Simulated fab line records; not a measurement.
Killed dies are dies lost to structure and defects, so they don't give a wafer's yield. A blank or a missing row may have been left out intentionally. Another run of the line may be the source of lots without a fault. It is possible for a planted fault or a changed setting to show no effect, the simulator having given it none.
Which tool was responsible?	flow sky130	13 lots with 39 wafers sampled at 3 steps, on a route of 708 steps

## WHAT EACH GAUGE READ, for each wafer
SKY_CAPM_RS_MEAS_03: measurement is done with a four-point probe.
lot	measured	on	CAPM_TIN_RS (ohm/sq)
L495	day 36 23:26	film-metro-01	6.82 6.92 6.89
L497	day 37 05:02	film-metro-01	6.82 6.82 6.85
L498	day 37 17:56	film-metro-01	6.90 6.95 6.93
L500	day 38 08:05	film-metro-01	6.89 6.89 6.89
L502	day 38 13:50	film-metro-03	6.88 6.91 6.89
L501	day 38 17:20	film-metro-04	6.88 6.93 6.93
L510	day 42 06:36	film-metro-01	6.88 6.05 6.86
L513	day 42 08:50	film-metro-01	7.00 7.00 6.89
L512	day 42 09:08	film-metro-04	5.98 6.85 6.86
L511	day 42 09:18	film-metro-03	6.93 6.94 6.99
L515	day 42 11:29	film-metro-03	6.90 6.97 7.00
L516	day 42 13:50	film-metro-03	6.95 7.05 6.92
L517	day 42 20:31	film-metro-04	6.86 6.86 6.90

SKY_CAPM_THK_MEAS_04: measures by xrf.
lot	measured	on	CAPM_TIN_THK (nm)
L495	day 36 23:33	film-metro-01	205.7 203.4 204.2
L497	day 37 05:10	film-metro-01	205.6 205.3 203.6
L498	day 37 18:04	film-metro-01	203.9 201.8 202.2
L500	day 38 08:11	film-metro-01	202.8 203.8 203.1
L502	day 38 13:57	film-metro-03	201.9 201.5 202.5
L501	day 38 17:28	film-metro-04	206.2 203.9 204.8
L510	day 42 06:43	film-metro-01	204.4 232.1 205.0
L513	day 42 08:57	film-metro-01	200.9 200.0 202.8
L512	day 42 09:16	film-metro-04	235.5 206.8 206.3
L511	day 42 09:25	film-metro-03	202.0 200.2 199.0
L515	day 42 11:37	film-metro-03	202.8 201.2 199.5
L516	day 42 13:56	film-metro-03	200.7 198.7 201.8
L517	day 42 20:38	film-metro-04	205.3 205.9 204.9

## WHAT TOOL EACH LOT RAN ON (gives the tool, then ch and the chambers of the sampled wafers, and finally the start)
lot	SKY_CAPM_SPUTTER_02
L495	pvd-sputter-04, day 36 23:19
L497	pvd-sputter-02, day 37 04:56
L498	pvd-sputter-01, day 37 17:50
L500	pvd-sputter-02, day 38 07:56
L502	pvd-sputter-02, day 38 13:43
L501	pvd-sputter-02, day 38 17:14
L510	pvd-sputter-04, day 42 06:28
L513	pvd-sputter-02, day 42 08:43
L512	pvd-sputter-04, day 42 09:02
L511	pvd-sputter-01, day 42 09:11
L515	pvd-sputter-01, day 42 11:23
L516	pvd-sputter-02, day 42 13:41
L517	pvd-sputter-02, day 42 20:24
- SKY_CAPM_SPUTTER_02: material TiN, target thk 200 nm, time 166.7 s.

## WHAT THE TOOLS THEMSELVES READ (means of the sampled wafers that have a number; where no wafer has one, the mark that the record gives instead)
SKY_CAPM_SPUTTER_02.
lot	tool	throttle-valve-pct (%)
L495	pvd-sputter-04	31.8
L497	pvd-sputter-02	30.6
L498	pvd-sputter-01	30.1
L500	pvd-sputter-02	30.4
L502	pvd-sputter-02	30.8
L501	pvd-sputter-02	30.1
L510	pvd-sputter-04	31.0
L513	pvd-sputter-02	31.4
L512	pvd-sputter-04	31.9
L511	pvd-sputter-01	30.0
L515	pvd-sputter-01	30.4
L516	pvd-sputter-02	31.2
L517	pvd-sputter-02	31.2

## THE ANSWER, worked out from the rows above alone
Rule: usual is defined by the lots themselves. The widest of any qualifying gaps counts: lots, ordered by their means at a reading, are off when they make up no more than a third of the lots, leave a main group of 4 or more, and stand apart from it by 3 or more times the standard deviation of that group's means. A main group is skipped when, at the precision printed for the reading in the tables above, its means are all equal. Also off: a lot with no number at a reading for which 4 or more lots have one. The other lots that the step has rows for count as sound. After the gauges, taken in route order, come the tools' own readings; for these a lot's mean is taken, as printed above. The first step at which some lot is off is used, and at that step the reading that is off furthest; a lot without a number counts as furthest.
Off: at SKY_CAPM_RS_MEAS_03 (CAPM_TIN_RS), L510, L512. Main group: mean 6.91 ohm/sq, sd 0.043.
A tool fits if, at a process step before that reading, it ran every lot that is off, and no sound lot after the first of them. Those tools and the gauges at SKY_CAPM_RS_MEAS_03 are tried in the same way. One candidate fits, namely pvd-sputter-04 at SKY_CAPM_SPUTTER_02. Its last sound lot is L495 (day 36 23:19), its first lot that is off L510 (day 42 06:28): a fault that began between those two fits.

## WHAT WAS PUT IN BY THE SIMULATOR
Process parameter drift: pvd-sputter-04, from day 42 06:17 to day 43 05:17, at SKY_CAPM_SPUTTER_02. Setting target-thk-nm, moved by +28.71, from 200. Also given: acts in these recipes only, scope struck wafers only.
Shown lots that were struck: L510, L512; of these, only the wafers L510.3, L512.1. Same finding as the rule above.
